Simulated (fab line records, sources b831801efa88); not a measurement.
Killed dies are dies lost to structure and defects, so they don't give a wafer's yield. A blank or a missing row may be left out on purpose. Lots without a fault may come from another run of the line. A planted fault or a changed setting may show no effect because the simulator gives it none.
Split-lot experiment | flow gf180mcu | 5 lots, 23 wafers read, on a route of 602 steps

THE SPLIT
At GF_V1_CMP_04 (polishes SiO2), the setting leave_above_ref_nm was moved away from the recipe's 632.5 nm on 5 of the 23 wafers read, by +6.4% to +7.1%. The other wafers ran this setting at the recipe's value.

FROM THE SPLIT TO THE READING: what the file shows between them, 4 steps
- GF_V1_PEB_12: peb time 90 s (also split here: peb_temp_c)
- GF_V1_DEVELOP_13: develop time 60 s
- GF_V1_CD_MEAS_14: target cd 260 nm
- GF_V1_ETCH_16: etches BARC in N2/H2

THE READING
oes_product_au, in a.u., at GF_V1_ETCH_17 (etches SiO2 in C4F8/O2/Ar, stops on TiN, target depth 630 nm). Fault-free wafers of this fab line usually give 0.856 a.u., standard deviation 0.0048 a.u..

wafer  | tool, chamber at the split | leave_above_ref_nm as run, nm | against the recipe | oes_product_au, a.u. | against lot-mates on the recipe
L074.1 | cmp-01, 2                  | 632.5                         | recipe             | 0.853                | -
L074.3 | cmp-01, 0                  | 632.5                         | recipe             | 0.857                | -
L074.4 | cmp-01, 1                  | 632.5                         | recipe             | 0.855                | -
L074.5 | cmp-01, 0                  | 632.5                         | recipe             | 0.862                | -
L074.6 | cmp-01, 3                  | 632.5                         | recipe             | 0.860                | -
L076.1 | cmp-01, 3                  | 677.6                         | +7.1%              | 0.892                | +0.035
L076.2 | cmp-01, 0                  | 632.5                         | recipe             | 0.858                | -
L076.3 | cmp-01, 1                  | 632.5                         | recipe             | 0.864                | -
L076.5 | cmp-01, 2                  | 677.6                         | +7.1%              | 0.890                | +0.033
L076.6 | cmp-01, 3                  | 632.5                         | recipe             | 0.848                | -
L078.1 | cmp-01, 2                  | 632.5                         | recipe             | 0.860                | -
L078.2 | cmp-01, 0                  | 632.5                         | recipe             | 0.855                | -
L078.3 | cmp-01, 1                  | 632.5                         | recipe             | 0.852                | -
L078.4 | cmp-01, 3                  | 632.5                         | recipe             | 0.845                | -
L078.5 | cmp-01, 0                  | 632.5                         | recipe             | 0.863                | -
L083.1 | cmp-02, 1                  | 632.5                         | recipe             | 0.857                | -
L083.2 | cmp-02, 2                  | 673.2                         | +6.4%              | 0.891                | +0.034
L083.3 | cmp-02, 0                  | 632.5                         | recipe             | 0.857                | -
L083.4 | cmp-02, 3                  | 673.2                         | +6.4%              | 0.888                | +0.031
L083.6 | cmp-02, 3                  | 673.2                         | +6.4%              | 0.881                | +0.024
L084.1 | cmp-01, 1                  | 632.5                         | recipe             | 0.855                | -
L084.4 | cmp-01, 3                  | 632.5                         | recipe             | 0.849                | -
L084.6 | cmp-01, 3                  | 632.5                         | recipe             | 0.861                | -

THE FIT
A straight line over all 23 wafers: oes_product_au changes by +0.00481 a.u. for each +1% of leave_above_ref_nm; r = +0.94; the points scatter about the line by 0.005 a.u..
The same after taking each lot's own level away (the mean of its wafers on the recipe; 23 wafers): +0.0047 a.u. for each +1%; r = +0.94; scatter 0.0049 a.u..
On that fit, the largest move of leave_above_ref_nm shifts the reading by 0.034 a.u..
The lots' own levels span 0.8550 to 0.8574 a.u., that is 0.5 times the standard deviation above.
So the lot-to-lot level changes the slope little: the two slopes agree.
Check: with one of the wafers moved furthest among these (+7.1%) left out of the fit, the line predicts +0.033 a.u. for it against its lot-mates. It came out at +0.0353 a.u. against them.
Tool readings at the split's step, against how far the setting was moved: time_to_endpoint_s r = -0.91.

OTHER SPLITS ON THESE WAFERS
These wafers also went through other splits before the reading. Each is held against what the fit with the lots' levels taken away leaves over:
other split on the same wafers | wafers away from the commonest value | r with oes_product_au (lot level and that fit taken away)
GF_M1_SPUTTER_01 time_s        | 8                                    | -0.07
GF_M1_METAL_ETCH_16 bias_w     | 7                                    | +0.20
GF_V1_PEB_12 peb_temp_c        | 8                                    | -0.01

THE WHOLE CHAIN: every reading that the file lists as answering this split, in the file's order
step          | what it does                                                 | reading                                                                   | change (the file's fit)                   | r (the file's)
GF_V1_CMP_04  | polishes SiO2                                                | time_to_endpoint_s                                                        | withheld for each +1% of the setting      | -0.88
GF_V1_CMP_04  | polishes SiO2                                                | SiO2_of_V1_CVD_02.thk_nm (the simulator's own value, which no gauge read) | +6.28 nm for each +1% of the setting      | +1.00
GF_V1_ETCH_17 | etches SiO2 in C4F8/O2/Ar, stops on TiN, target depth 630 nm | oes_product_au                                                            | +0.00472 a.u. for each +1% of the setting | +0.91
GF_V1_ETCH_17 | etches SiO2 in C4F8/O2/Ar, stops on TiN, target depth 630 nm | V1.feature_depth_nm (the simulator's own value, which no gauge read)      | +6.28 nm for each +1% of the setting      | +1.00

THE FILE'S OWN FIT
oes_product_au changes by +0.00472 a.u. for each +1% of leave_above_ref_nm, r = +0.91.
